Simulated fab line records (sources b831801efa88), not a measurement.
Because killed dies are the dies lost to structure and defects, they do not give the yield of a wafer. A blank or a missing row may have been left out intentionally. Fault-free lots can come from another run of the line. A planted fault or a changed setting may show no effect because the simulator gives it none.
fab line records	flow sky130
record lots=12	wafers=36	last-day=50
route steps=708 shown SD_P@330 VIA3@597 METAL4@632 METAL5@675 PAD_OPEN@708
lots with no fault: from the same line, run without faults
start-h: hours from the record's opening day to when the first of the lot's shown wafers began	wait-h: hours elapsed since this lot's preceding step	" identical to the entry in the row above	L1.1+2: a single row standing in for several wafers	- either no value or no given start	* or withheld: withheld	< > ~ a bound
route shown NAME@n: names a module that has steps shown in the file, with the first one's number in the route	usual: the fault-free wafers' mean and standard deviation	same: alike in all rows	chamber/n: place in a boat	sites: each site's reading	_std_site: the standard deviation of these	_edge_site: outer sites' mean less inner sites'	radius-mm: for every site, how far away it sits from the centre of the wafer	mask NAME#n: copy n	behind: the tool/chamber that last shaped the wafer	hold: what put the lot on hold/how long, in hours/how the hold closed	device: whichever transistor did not switch (one of n, p or np)	end of line: tests run on the same wafers once the route is complete	step lacking rows: just its recipe	killed: at the first sort, the dies lost to defects and structure; wafer yield is something else	map: a wafer's dies, marking killed ones x, the rest . and places with no die _
set.NAME: the setting the step ran with; set.NAME@STEP: the setting that earlier step ran with	model.NAME: the simulator's own value behind a step, which no gauge read
steps of the route over a sample of lots; a table a step, a row a wafer
services: from which hour (start-h, from the record's first day; less than 0 if before it) a tool's chamber was out of use, for how many hours, and why
## steps
# step SKY_SD_P_STRIP_10
# recipe chemistry=O2/N2	power-w=1400	pressure-mtorr=1500	platen-temp-c=withheld	o2-flow-sccm=3000	n2-flow-sccm=300	overash-fraction=0.5
# usual drypump-motor-current-A=6.0/0.55	oes-product-au=0.618/0.0045	strip-time-to-endpoint-s=17.51/0.038
lot.wafer	tool	chamber	start-h	wait-h	drypump-motor-current-A	oes-product-au	rf-hours-counter-h	strip-time-to-endpoint-s
L245.1	plasma-asher-02	0	581.22	0.1	5.7	0.627	16	17.52
L245.5	"	1	"	"	5.7	0.609	-	17.52
L245.6	"	0	"	"	5.7	0.616	-	17.55
L246.3	plasma-asher-04	1	588.05	0.1	6.7	0.622	-	17.52
L246.4	"	0	"	"	6.6	0.621	-	17.53
L246.5	"	0	"	"	6.6	0.618	-	17.55
L251.2	plasma-asher-04	1	645.33	0.1	6.6	0.614	82	17.49
L251.3	"	0	"	"	6.6	0.621	-	17.49
L251.6	"	1	"	"	6.7	0.618	-	17.43
L253.3	plasma-asher-04	0	655.85	0.1	6.6	0.618	-	17.54
L253.4	"	1	"	"	6.7	0.612	-	17.56
L253.5	"	1	"	"	6.7	0.616	-	17.55
L252.4	plasma-asher-04	1	657.81	0.1	6.7	0.622	-	17.51
L252.5	"	1	"	"	6.7	0.617	-	17.52
L252.6	"	0	"	"	6.6	0.618	-	17.56
L259.3	plasma-asher-02	1	713.05	0.1	5.7	0.620	-	17.54
L259.4	"	0	"	"	5.7	0.613	-	17.54
L259.5	"	0	"	"	5.7	0.615	-	17.57
L261.3	plasma-asher-02	0	729.65	0.1	5.7	0.628	-	17.51
L261.5	"	0	"	"	5.7	0.611	-	17.52
L261.6	"	1	"	"	5.7	0.624	-	17.48
L263.2	plasma-asher-02	0	737.33	0.1	5.7	0.619	30	17.44
L263.3	"	1	"	"	5.7	0.621	-	17.46
L263.4	"	0	"	"	5.7	0.622	-	17.45
L265.3	plasma-asher-02	0	750.25	0.1	5.7	0.613	-	17.48
L265.4	"	1	"	"	5.7	0.627	-	17.51
L265.5	"	0	"	"	5.7	0.619	-	17.48
L266.2	plasma-asher-03	1	756.92	0.1	6.0	0.614	1	17.52
L266.4	"	0	"	"	4.9	0.616	-	17.49
L266.6	"	1	"	"	6.0	0.611	-	17.49
L267.1	plasma-asher-04	1	774.07	0.1	6.7	0.618	96	17.49
L267.4	"	1	"	"	6.7	0.618	-	17.51
L267.6	"	1	"	"	6.6	0.618	-	17.53
L268.1	plasma-asher-04	1	775.87	0.1	6.7	0.618	96	17.53
L268.2	"	0	"	"	6.6	0.619	96	17.53
L268.4	"	0	"	"	6.6	0.617	-	17.55
# step SKY_VIA3_CMP_24
# recipe stop-on=SiO2	t-overpolish-s=20	down-force-psi=3.5	platen-rpm=60	target-thk-nm=0	pad-velocity-m-s=0.94248
# usual motor-current-A=11.6/1.3	overpolish-run-s=19.999/0.0082	retaining-ring-pressure-frac=1.000/0.0048	time-to-endpoint-s=95/3.8
lot.wafer	tool	chamber	start-h	wait-h	motor-current-A	overpolish-run-s	retaining-ring-pressure-frac	time-to-endpoint-s
L245.1	cmp-01	3	923.84	0.1	13.6	20.015	1.002	95
L245.5	"	3	"	"	13.1	19.989	0.995	97
L245.6	"	0	"	"	11.1	19.995	0.998	97
L246.4	cmp-02	1	927.80	0.0	11.3	20.010	1.004	90
L246.3	"	0	"	"	12.6	19.999	0.993	94
L246.5	"	1	"	"	11.4	20.000	1.001	88
L251.3	cmp-01	0	978.98	0.2	11.0	19.983	1.002	102
L251.2	"	1	"	"	10.0	20.001	0.999	101
L251.6	"	1	"	"	10.4	20.001	0.996	97
L253.4	cmp-01	0	987.29	0.1	11.4	19.993	0.995	98
L253.3	"	2	"	"	11.9	19.994	1.006	102
L253.5	"	3	"	"	13.0	20.008	1.008	98
L252.4	cmp-01	0	988.23	0.1	10.3	19.999	0.986	98
L252.6	"	2	"	"	11.6	20.007	1.001	98
L252.5	"	3	"	"	14.0	20.004	1.002	98
L259.4	cmp-02	2	1034.44	0.1	10.7	20.003	1.001	99
L259.3	"	3	"	"	10.2	20.003	0.996	99
L259.5	"	0	"	"	13.5	20.007	1.000	93
L261.3	cmp-02	1	1045.91	0.0	11.0	20.002	1.001	87
L261.6	"	1	"	"	10.8	19.996	0.998	88
L261.5	"	2	"	"	10.4	19.990	1.004	94
L263.2	cmp-01	2	1054.23	0.0	12.2	19.985	1.006	95
L263.3	"	0	"	"	10.8	20.000	1.003	99
L263.4	"	1	"	"	10.3	20.005	0.999	97
L265.4	cmp-01	1	1064.93	0.0	10.1	20.000	1.004	97
L265.3	"	0	"	"	11.4	19.992	0.998	99
L265.5	"	2	"	"	11.9	19.993	0.996	96
L266.4	cmp-02	1	1066.26	0.2	11.5	19.997	0.989	83
L266.2	"	3	"	"	10.2	19.999	0.991	88
L266.6	"	1	"	"	10.5	20.014	0.995	87
L267.1	cmp-01	2	1082.57	0.1	11.2	20.001	1.001	97
L267.4	"	3	"	"	13.2	19.984	0.999	92
L267.6	"	1	"	"	9.9	19.989	0.997	98
L268.4	cmp-01	3	1087.08	0.0	13.4	20.001	1.002	94
L268.1	"	1	"	"	9.5	19.996	1.004	98
L268.2	"	2	"	"	12.6	20.012	0.995	97
# step SKY_METAL4_ETCH_16
# recipe chemistry=N2/H2	target=BARC	ion-energy-ev=200	bias-w=100	pressure-mtorr=30	n2-flow-sccm=100	h2-flow-sccm=200	icp-w=500	stop-on=SiO2	time-s=88.2	target-depth-a=600
# usual bias-w=100.0/0.3	drypump-motor-current-A=6.0/0.5	oes-product-au=0.625/0.0048	throttle-valve-pct=13.205/0.0096
lot.wafer	tool	chamber	start-h	wait-h	bias-w	drypump-motor-current-A	oes-product-au	rf-hours-counter-h	throttle-valve-pct
L245.1	rie-metal-01	1	974.80	0.0	100.3	6.3	0.624	20	13.192
L245.5	"	1	"	"	100.7	6.4	0.628	-	13.218
L245.6	"	0	"	"	99.9	5.7	0.619	-	13.213
L246.3	rie-metal-04	0	978.39	0.0	99.7	5.1	0.620	-	13.203
L246.4	"	1	"	"	99.9	6.1	0.627	-	13.184
L246.5	"	0	"	"	99.6	5.1	0.623	-	13.203
L251.2	rie-metal-03	1	1026.30	0.0	99.9	6.7	0.635	3	13.205
L251.3	"	0	"	"	100.1	5.9	0.628	-	13.207
L251.6	"	1	"	"	100.5	6.8	0.622	-	13.210
L253.3	rie-metal-03	1	1034.24	0.0	100.0	6.8	0.628	-	13.221
L253.4	"	0	"	"	99.7	5.9	0.627	-	13.207
L253.5	"	0	"	"	100.1	5.9	0.630	-	13.210
L252.4	rie-metal-03	0	1035.39	0.0	99.6	5.9	0.627	-	13.211
L252.5	"	1	"	"	100.0	6.8	0.617	-	13.221
L252.6	"	0	"	"	100.2	5.9	0.621	-	13.208
L259.3	rie-metal-03	1	1079.23	0.0	100.1	6.7	0.626	-	13.195
L259.4	"	0	"	"	99.9	5.9	0.623	-	13.210
L259.5	"	1	"	"	99.9	6.7	0.620	-	13.197
L261.3	rie-metal-01	0	1089.29	0.0	100.1	5.7	0.625	-	13.200
L261.5	"	0	"	"	100.4	5.7	0.632	-	13.212
L261.6	"	1	"	"	99.7	6.3	0.628	-	13.222
L263.2	rie-metal-01	1	1096.15	0.0	100.2	6.3	0.627	3	13.215
L263.3	"	1	"	"	100.0	6.3	0.629	-	13.209
L263.4	"	0	"	"	100.1	5.7	0.624	-	13.197
L265.3	rie-metal-04	1	1107.04	0.0	100.2	6.2	0.623	-	13.203
L265.4	"	0	"	"	99.6	5.1	0.630	-	13.198
L265.5	"	1	"	"	100.1	6.2	0.623	-	13.203
L266.2	rie-metal-03	1	1108.60	0.0	100.4	6.7	0.635	9	13.228
L266.4	"	1	"	"	100.5	6.8	0.630	-	13.214
L266.6	"	0	"	"	100.2	5.9	0.629	-	13.211
L267.1	rie-metal-03	1	1123.50	0.0	99.8	6.7	0.624	10	13.206
L267.4	"	1	"	"	100.0	6.7	0.632	-	13.202
L267.6	"	1	"	"	100.2	6.8	0.623	-	13.193
L268.1	rie-metal-01	0	1128.10	0.0	100.5	5.7	0.624	19	13.221
L268.2	"	1	"	"	100.0	6.4	0.626	5	13.198
L268.4	"	1	"	"	100.0	6.4	0.628	-	13.203
# step SKY_METAL5_DESCUM_14
# recipe chemistry=O2	source-power-w=150	bias-power-w=0	pressure-mtorr=10	temp-c=40	time-s=11
# usual drypump-motor-current-A=6.0/0.53	oes-product-au=0.997/0.012
lot.wafer	tool	chamber	start-h	wait-h	drypump-motor-current-A	oes-product-au	rf-hours-counter-h
L245.1	rie-metal-03	1	1023.22	0.1	6.8	0.990	3
L245.5	"	1	"	"	6.7	0.995	-
L245.6	"	0	"	"	5.9	0.997	-
L246.3	rie-metal-04	0	1027.08	0.1	5.1	0.998	-
L246.4	"	1	"	"	6.1	0.987	-
L246.5	"	1	"	"	6.1	0.988	-
L251.2	rie-metal-04	1	1073.31	0.1	6.1	0.967	9
L251.3	"	0	"	"	5.1	0.989	-
L251.6	"	0	"	"	5.1	0.981	-
L253.3	rie-metal-03	1	1079.92	0.1	6.8	1.007	-
L253.4	"	0	"	"	5.9	1.014	-
L253.5	"	0	"	"	5.9	1.008	-
L252.4	rie-metal-04	0	1080.78	0.1	5.1	0.993	-
L252.5	"	0	"	"	5.1	0.989	-
L252.6	"	1	"	"	6.1	0.986	-
L259.3	rie-metal-03	0	1121.78	0.1	5.9	1.002	-
L259.4	"	1	"	"	6.8	1.007	-
L259.5	"	1	"	"	6.8	1.004	-
L261.3	rie-metal-04	0	1131.53	0.1	5.1	0.989	-
L261.5	"	0	"	"	5.1	0.992	-
L261.6	"	1	"	"	6.1	0.983	-
L263.2	rie-metal-02	0	1138.32	0.1	5.8	1.007	14
L263.3	"	1	"	"	6.4	1.020	-
L263.4	"	0	"	"	5.8	1.009	-
L265.3	rie-metal-03	1	1147.55	0.1	6.7	1.009	-
L265.4	"	1	"	"	6.7	1.009	-
L265.5	"	1	"	"	6.7	1.015	-
L266.2	rie-metal-02	0	1149.77	0.1	5.8	1.015	15
L266.4	"	1	"	"	6.4	1.001	-
L266.6	"	1	"	"	6.4	1.000	-
L267.1	rie-metal-03	0	1163.22	0.1	5.9	0.999	22
L267.4	"	0	"	"	5.9	0.999	-
L267.6	"	0	"	"	5.9	0.990	-
L268.1	rie-metal-04	1	1166.41	0.1	6.1	0.981	19
L268.2	"	1	"	"	6.1	0.974	-
L268.4	"	1	"	"	6.1	0.979	-
# step SKY_PAD_OPEN_PROBE_99
# usual killed_at_M0_to_M3=43/6.7	killed_at_M4_up=3.2/1.9	killed-at-contacts=24/5.9	killed-at-front-end=15/4.1	killed-at-other=0.3/0.56	killed-dies=86/9.5	killed-on-rim=17/3.7	killed-open=47/7.4	killed-short=39/5.5
# same gross-dies=492	killed-at-back-side=0
lot.wafer	tool	chamber	start-h	wait-h	killed_at_M0_to_M3	killed_at_M4_up	killed-at-contacts	killed-at-front-end	killed-at-other	killed-dies	killed-on-rim	killed-open	killed-short
L245.1	prober-01	-	1070.52	0.1	41	5	39	11	1	97	22	54	43
L245.5	prober-01	-	1070.72	0.2	41	6	37	21	0	105	26	61	44
L245.6	prober-01	-	1070.77	0.2	48	3	30	11	0	92	20	48	44
L246.3	prober-02	-	1074.86	0.2	38	7	28	13	0	86	14	53	33
L246.4	prober-02	-	1074.91	0.2	40	5	22	10	2	79	14	31	48
L246.5	prober-02	-	1074.96	0.2	45	7	20	20	0	92	21	53	39
L251.2	prober-01	-	1118.34	0.1	39	3	14	48	0	104	24	34	33
L251.3	prober-01	-	1118.39	0.2	40	2	31	11	0	84	14	48	36
L251.6	prober-01	-	1118.54	0.2	39	5	16	52	0	112	21	49	28
L253.3	prober-02	-	1123.05	0.2	32	3	27	7	0	69	15	43	26
L253.4	prober-02	-	1123.10	0.2	47	3	18	56	0	124	21	53	33
L253.5	prober-02	-	1123.15	0.2	32	5	13	54	0	104	21	29	33
L252.4	prober-01	-	1124.94	0.2	41	1	20	52	1	115	25	40	36
L252.5	prober-01	-	1124.99	0.2	28	4	25	46	0	103	21	46	27
L252.6	prober-01	-	1125.04	0.2	42	4	26	20	0	92	14	58	34
L259.3	prober-01	-	1162.30	0.2	39	2	25	14	1	81	13	42	39
L259.4	prober-01	-	1162.35	0.2	42	1	34	15	0	92	21	50	42
L259.5	prober-01	-	1162.40	0.2	37	2	25	19	1	84	17	40	44
L261.3	prober-01	-	1170.78	0.2	44	3	16	12	0	75	15	37	38
L261.5	prober-01	-	1170.88	0.2	31	2	31	12	0	76	17	43	33
L261.6	prober-01	-	1170.93	0.2	47	4	16	27	0	94	17	51	43
L266.2	prober-02	-	1186.92	0.1	45	0	24	7	0	76	9	42	34
L266.4	prober-02	-	1187.02	0.2	35	1	29	10	1	76	14	36	40
L266.6	prober-02	-	1187.12	0.2	44	5	24	16	0	89	9	49	40
L267.1	prober-01	-	1198.79	0.1	34	7	20	12	0	73	14	36	37
L267.4	prober-01	-	1198.94	0.2	45	5	22	13	0	85	12	47	38
L267.6	prober-01	-	1199.04	0.2	37	4	12	7	0	60	18	24	36
L268.1	prober-02	-	1202.32	0.1	49	1	21	10	0	81	14	38	43
L268.2	prober-02	-	1202.37	0.1	39	3	19	19	0	80	10	46	34
L268.4	prober-02	-	1202.47	0.2	53	4	20	12	0	89	21	47	42
# killed by level:class
L245.1 LI_CONTACT:geometric-particle:open=13 CONTACT:geometric-particle:short=12 CONTACT:geometric-particle:open=11 VIA1:geometric-particle:open=10 METAL2:geometric-particle:short=8 VIA1:geometric-particle:short=5 VIA2:geometric-particle:open=5 FIELD_ISO:geometric-particle:short=4
L245.5 LI_CONTACT:geometric-particle:open=13 VIA1:geometric-particle:open=12 CONTACT:geometric-particle:open=10 METAL2:geometric-particle:short=9 FIELD_ISO:geometric-particle:open=6 METAL4:geometric-particle:short=6 POLY_GATE:geometric-particle:open=5 LOCAL_INTERCONNECT:geometric-particle:short=5
L245.6 CONTACT:geometric-particle:open=13 METAL2:geometric-particle:short=9 CONTACT:geometric-particle:short=7 METAL1:geometric-particle:short=7 LI_CONTACT:geometric-particle:open=6 VIA1:geometric-particle:open=6 VIA2:geometric-particle:open=6 VIA1:geometric-particle:short=5
L246.3 CONTACT:geometric-particle:open=12 VIA1:geometric-particle:open=12 CONTACT:geometric-particle:short=7 METAL1:geometric-particle:short=7 FIELD_ISO:geometric-particle:open=5 METAL4:geometric-particle:short=5 LI_CONTACT:geometric-particle:open=5 VIA2:geometric-particle:open=4
L246.4 LOCAL_INTERCONNECT:geometric-particle:short=8 METAL1:geometric-particle:short=7 VIA3:geometric-particle:open=6 METAL2:geometric-particle:short=6 CONTACT:geometric-particle:open=5 VIA1:geometric-particle:open=5 FIELD_ISO:geometric-particle:short=4 VIA1:geometric-particle:short=4
L246.5 VIA1:geometric-particle:open=15 VIA3:geometric-particle:open=9 CONTACT:geometric-particle:short=8 FIELD_ISO:geometric-particle:open=7 METAL2:geometric-particle:short=5 METAL1:geometric-particle:short=5 FIELD_ISO:geometric-particle:short=4 LI_CONTACT:geometric-particle:open=4
L251.2 SD_P:unspecified=37 VIA1:geometric-particle:open=9 CONTACT:geometric-particle:open=7 METAL1:geometric-particle:short=5 METAL2:geometric-particle:short=5 FIELD_ISO:geometric-particle:short=4 VIA2:geometric-particle:open=4 FIELD_ISO:geometric-particle:open=3
L251.3 CONTACT:geometric-particle:open=11 VIA2:geometric-particle:open=10 VIA1:geometric-particle:open=8 LI_CONTACT:geometric-particle:open=6 CONTACT:geometric-particle:short=5 POLY_GATE:geometric-particle:short=4 METAL1:geometric-particle:short=4 METAL2:geometric-particle:short=4
L251.6 SD_P:unspecified=35 VIA1:geometric-particle:open=10 POLY_GATE:geometric-particle:open=7 VIA2:geometric-particle:open=7 CONTACT:geometric-particle:open=5 VIA1:geometric-particle:short=5 LI_CONTACT:geometric-particle:open=4 POLY_GATE:geometric-particle:short=3
L253.3 VIA3:geometric-particle:open=10 LI_CONTACT:geometric-particle:open=8 CONTACT:geometric-particle:open=8 VIA2:geometric-particle:open=8 VIA1:geometric-particle:open=5 FIELD_ISO:geometric-particle:short=4 LI_CONTACT:geometric-particle:short=4 LOCAL_INTERCONNECT:geometric-particle:short=4
L253.4 SD_P:unspecified=38 VIA1:geometric-particle:open=12 CONTACT:geometric-particle:open=9 VIA3:geometric-particle:open=9 FIELD_ISO:geometric-particle:open=6 METAL1:geometric-particle:short=6 VIA2:geometric-particle:open=6 POLY_GATE:geometric-particle:short=4
L253.5 SD_P:unspecified=42 METAL1:geometric-particle:short=6 VIA1:geometric-particle:open=6 VIA3:geometric-particle:open=5 FIELD_ISO:geometric-particle:short=4 METAL4:geometric-particle:short=4 CONTACT:geometric-particle:short=4 LI_CONTACT:geometric-particle:open=4
L252.4 SD_P:unspecified=39 CONTACT:geometric-particle:open=10 METAL2:geometric-particle:short=9 VIA2:geometric-particle:open=8 METAL1:geometric-particle:short=5 VIA1:geometric-particle:open=5 POLY_GATE:geometric-particle:short=4 LI_CONTACT:geometric-particle:open=4
L252.5 SD_P:unspecified=30 VIA1:geometric-particle:open=10 CONTACT:geometric-particle:open=9 LI_CONTACT:geometric-particle:open=7 VIA2:geometric-particle:open=7 POLY_GATE:geometric-particle:open=6 CONTACT:geometric-particle:short=6 FIELD_ISO:geometric-particle:short=4
L252.6 VIA1:geometric-particle:open=13 CONTACT:geometric-particle:open=12 LI_CONTACT:geometric-particle:open=8 POLY_GATE:geometric-particle:open=7 VIA1:geometric-particle:short=7 VIA3:geometric-particle:open=6 FIELD_ISO:geometric-particle:short=5 VIA2:geometric-particle:open=4
L259.3 CONTACT:geometric-particle:open=9 METAL1:geometric-particle:short=7 VIA1:geometric-particle:open=7 LI_CONTACT:geometric-particle:open=6 VIA2:geometric-particle:open=6 VIA3:geometric-particle:open=5 LOCAL_INTERCONNECT:geometric-particle:short=4 CONTACT:geometric-particle:short=4
L259.4 LI_CONTACT:geometric-particle:open=12 VIA1:geometric-particle:open=11 CONTACT:geometric-particle:open=9 METAL1:geometric-particle:short=7 VIA2:geometric-particle:open=6 CONTACT:geometric-particle:short=5 LI_CONTACT:geometric-particle:short=4 LOCAL_INTERCONNECT:geometric-particle:short=4
L259.5 VIA1:geometric-particle:open=10 VIA3:geometric-particle:open=8 CONTACT:geometric-particle:open=7 FIELD_ISO:geometric-particle:short=6 POLY_GATE:geometric-particle:open=6 LOCAL_INTERCONNECT:geometric-particle:short=6 METAL1:geometric-particle:short=5 METAL2:geometric-particle:short=5
L261.3 VIA1:geometric-particle:open=8 CONTACT:geometric-particle:open=8 VIA3:geometric-particle:open=7 METAL3:geometric-particle:short=6 VIA2:geometric-particle:short=5 METAL1:geometric-particle:short=4 METAL2:geometric-particle:short=4 VIA2:geometric-particle:open=4
L261.5 CONTACT:geometric-particle:open=15 VIA1:geometric-particle:open=10 CONTACT:geometric-particle:short=7 POLY_GATE:geometric-particle:short=5 VIA2:geometric-particle:open=5 LOCAL_INTERCONNECT:geometric-particle:short=4 VIA1:geometric-particle:short=4 VIA3:geometric-particle:open=4
L261.6 VIA1:geometric-particle:open=9 POLY_GATE:geometric-particle:open=8 METAL1:geometric-particle:short=8 CONTACT:geometric-particle:open=8 VIA3:geometric-particle:open=7 FIELD_ISO:geometric-particle:open=6 METAL2:geometric-particle:short=6 VIA3:geometric-particle:short=6
L266.2 METAL2:geometric-particle:short=11 LI_CONTACT:geometric-particle:open=10 CONTACT:geometric-particle:open=8 VIA1:geometric-particle:open=8 VIA3:geometric-particle:open=8 METAL1:geometric-particle:short=5 VIA2:geometric-particle:short=5 POLY_GATE:geometric-particle:open=3
L266.4 CONTACT:geometric-particle:open=8 CONTACT:geometric-particle:short=8 LI_CONTACT:geometric-particle:open=7 VIA1:geometric-particle:open=6 VIA2:geometric-particle:short=6 METAL1:geometric-particle:short=5 VIA3:geometric-particle:open=4 VIA1:geometric-particle:short=4
L266.6 CONTACT:geometric-particle:open=11 VIA2:geometric-particle:open=7 VIA1:geometric-particle:open=7 VIA1:geometric-particle:short=7 VIA3:geometric-particle:open=7 METAL1:geometric-particle:short=5 POLY_GATE:geometric-particle:short=4 METAL4:geometric-particle:short=4
L267.1 CONTACT:geometric-particle:open=8 VIA3:geometric-particle:open=8 VIA1:geometric-particle:open=6 METAL4:geometric-particle:short=6 FIELD_ISO:geometric-particle:short=5 METAL1:geometric-particle:short=5 LI_CONTACT:geometric-particle:open=4 METAL3:geometric-particle:short=4
L267.4 VIA3:geometric-particle:open=9 VIA1:geometric-particle:open=7 VIA2:geometric-particle:open=7 CONTACT:geometric-particle:open=7 VIA1:geometric-particle:short=6 LI_CONTACT:geometric-particle:short=5 VIA2:geometric-particle:short=5 FIELD_ISO:geometric-particle:open=4
L267.6 VIA1:geometric-particle:open=8 METAL2:geometric-particle:short=8 LI_CONTACT:geometric-particle:open=5 METAL1:geometric-particle:short=4 VIA1:geometric-particle:short=4 VIA2:geometric-particle:open=4 VIA2:geometric-particle:short=3 METAL4:geometric-particle:short=3
L268.1 VIA1:geometric-particle:open=12 LOCAL_INTERCONNECT:geometric-particle:short=6 CONTACT:geometric-particle:open=6 METAL1:geometric-particle:short=6 VIA1:geometric-particle:short=5 CONTACT:geometric-particle:short=5 METAL2:geometric-particle:short=5 VIA2:geometric-particle:open=5
L268.2 VIA1:geometric-particle:open=10 FIELD_ISO:geometric-particle:open=6 VIA1:geometric-particle:short=6 CONTACT:geometric-particle:open=5 LI_CONTACT:geometric-particle:short=5 METAL2:geometric-particle:short=5 VIA2:geometric-particle:open=5 VIA3:geometric-particle:open=5
L268.4 VIA1:geometric-particle:open=13 VIA2:geometric-particle:open=8 LOCAL_INTERCONNECT:geometric-particle:short=5 CONTACT:geometric-particle:open=5 VIA1:geometric-particle:short=5 VIA2:geometric-particle:short=5 VIA3:geometric-particle:open=5 METAL1:geometric-particle:short=4
## services
tool	chamber	start-h	hours	kind
rie-metal-03	1	638.45	4.0	repair
rie-metal-03	-	648.82	0.7	repair
cmp-01	-	664.24	0.3	repair
cmp-01	-	679.46	0.3	repair
cmp-01	-	681.07	4.7	repair
rie-metal-03	-	691.38	0.4	repair
rie-metal-03	1	727.80	32.1	repair
cmp-01	-	739.81	4.4	repair
cmp-01	-	744.21	5.0	pm
cmp-01	-	749.21	4.0	pm
rie-metal-03	0	750.64	4.3	repair
cmp-01	-	759.58	3.8	repair
rie-metal-03	-	804.14	2.8	pm
cmp-01	-	823.34	2.7	repair
cmp-01	-	836.44	1.8	repair
cmp-01	-	836.74	0.4	repair
rie-metal-03	-	910.90	0.3	repair
rie-metal-03	1	988.77	2.8	repair
rie-metal-03	-	1007.54	1.5	repair
cmp-01	-	1066.13	0.7	repair
cmp-01	-	1089.21	4.0	pm
cmp-01	-	1109.24	4.4	pm
cmp-01	-	1116.40	1.0	repair
rie-metal-03	0	1131.18	24.8	repair
## key
first-sign step=SKY_PAD_OPEN_PROBE_99	reading=killed-at-front-end	direction=up	sigmas=8.9	usual=15	struck=51
effect step=SKY_PAD_OPEN_PROBE_99	reading=killed-dies	direction=up	sigmas=2.6	usual=86	struck=110
met-at SKY_SD_P_STRIP_10
struck-lots L251,L252,L253
struck-wafers L251.2,L251.6,L252.4,L252.5,L253.4,L253.5
tester-left-out L251,L252,L253
not-acting-at SKY_VIA3_CMP_24,SKY_METAL4_ETCH_16,SKY_METAL5_DESCUM_14
onset-between 588.05 645.33
fault kind=chamber-particle-source	tool=plasma-asher-04	chamber=1	onset-h=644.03	steps=SKY_SD_P_STRIP_10	rate-per-visit-cm2=0.70968	end-h=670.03
# tester-left-out: of these lots the tester's yield and bins aren't shown, on N5 and GAA mostly nor the transistor test; their killed dies are dies lost to structure and defects alone, not to doping, threshold or leakage, so they don't give the yield
